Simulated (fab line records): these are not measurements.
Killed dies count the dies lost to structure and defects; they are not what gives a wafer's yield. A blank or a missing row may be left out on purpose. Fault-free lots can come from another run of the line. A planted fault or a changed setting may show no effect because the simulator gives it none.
Problem report, 8D (eight disciplines) form, completed by code	flow sky130	the parts of the form that need people (team, actions taken, sign-off) are left out

== 1. THE ISSUE ==
SKY_PAD_OPEN_PROBE_99, killed-at-contacts: mean 56 on 2 wafers (1 lot); fault-free wafers 24, standard deviation 5.6. That puts it +5.8 standard deviations away from the usual mean.
Seen first at day 49 11:32 on prober-02, wafer L891.1. The record holds 3 wafers of 1 lot with a number at this step. Rule for "out", or "out of limits": more than 4 standard deviations from the usual mean. Any other wafer with a number is counted as sound.

== 2. WHAT THIS IS AND IS NOT ==
question	is	is not
which readings at this step	killed-at-contacts	killed_at_M4_up, killed-at-front-end, killed-at-other, killed-open, killed-short
which lots	L891	-
which wafers of those lots	L891.1, L891.5	L891.6
read on which tools	prober-02	-
when	from day 49 11:32	up to then (0 sound wafers); but 1 sound wafer of L891 came after

== 3. SUSPECTS, AND WHAT RULES EACH OUT ==
Counting: any tool at a process step up to the reading remains a suspect provided it ran every lot that is out. Sound lots after the first of them don't rule it out here, since some wafers of a struck lot are sound.
- cvd-w-02 at SKY_LI_CONTACT_CVD_21 (deposits W, target thk 400 nm, time 120.56 s): kept. It ran the lot that is out, L891 (day 34 00:49).
- cmp-02 at SKY_VIA3_CMP_24 (polishes, stops on SiO2, t overpolish 20 s, target thk 0 nm): kept. It ran the lot that is out, L891 (day 44 01:04).
- pvd-sputter-01 at SKY_CAP2M_SPUTTER_02 (material TiN, target thk 200 nm, time 166.7 s): kept. It ran the lot that is out, L891 (day 44 01:30).
- plasma-asher-02 at SKY_METAL5_STRIP_16 (strips in O2/N2): kept. It ran the lot that is out, L891 (day 47 18:32).
- prober-02 at SKY_PAD_OPEN_PROBE_99: kept. It ran the lot that is out, L891 (day 49 11:32). Out on those wafers are its own readings of killed-at-contacts.
- Within cvd-w-02 at SKY_LI_CONTACT_CVD_21, the wafers that are out were processed in chamber 1 and their sound lot-mates in chamber 0.
- Within cmp-02 at SKY_VIA3_CMP_24: the wafers that are out ran in chambers 0, 2; their sound lot-mates ran in chamber 1.
- Within plasma-asher-02 at SKY_METAL5_STRIP_16, the wafers that are out were processed in chamber 1 and their sound lot-mates in chamber 0.
Left after counting: cvd-w-02 at SKY_LI_CONTACT_CVD_21, cmp-02 at SKY_VIA3_CMP_24, pvd-sputter-01 at SKY_CAP2M_SPUTTER_02, plasma-asher-02 at SKY_METAL5_STRIP_16, prober-02 at SKY_PAD_OPEN_PROBE_99.

== 4. THE CAUSE (what the simulator had put in) ==
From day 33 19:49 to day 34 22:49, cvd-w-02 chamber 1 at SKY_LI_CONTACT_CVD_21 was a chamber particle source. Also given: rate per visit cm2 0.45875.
Counting leaves 5 suspects; this tool is one of them.

== 5. SEQUENCE OF EFFECTS, ordered by route ==
One row per reading whose mean, taken over the struck wafers that have a number, lies over 3 standard deviations from the usual. Only readings whose record carries a usual standard deviation are examined. hours: median over the lots of the time between each lot's start at the first step of this table that gives one and its start at this step. sigmas: the change, counted in usual standard deviations.
hours	step	reading	usual	on struck wafers	change	sigmas
0	SKY_PAD_OPEN_PROBE_99	killed-at-contacts	24	56	+32	+5.8
The process steps in it:
- SKY_PAD_OPEN_PROBE_99

== 6. HOW IT WOULD HAVE BEEN CAUGHT EARLIER ==
In this record the first reading out of limits was taken at day 49 11:32, 376 hours after the fault began at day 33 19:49.
No tool reading at SKY_LI_CONTACT_CVD_21 that has a usual standard deviation in the record was out on any struck wafer, so an alarm limit of 4 standard deviations on those readings would not have fired.
All the lots that are out (1) had begun SKY_LI_CONTACT_CVD_21 on cvd-w-02 by day 49 11:32. Holding the tool at that point would not have protected any of them.
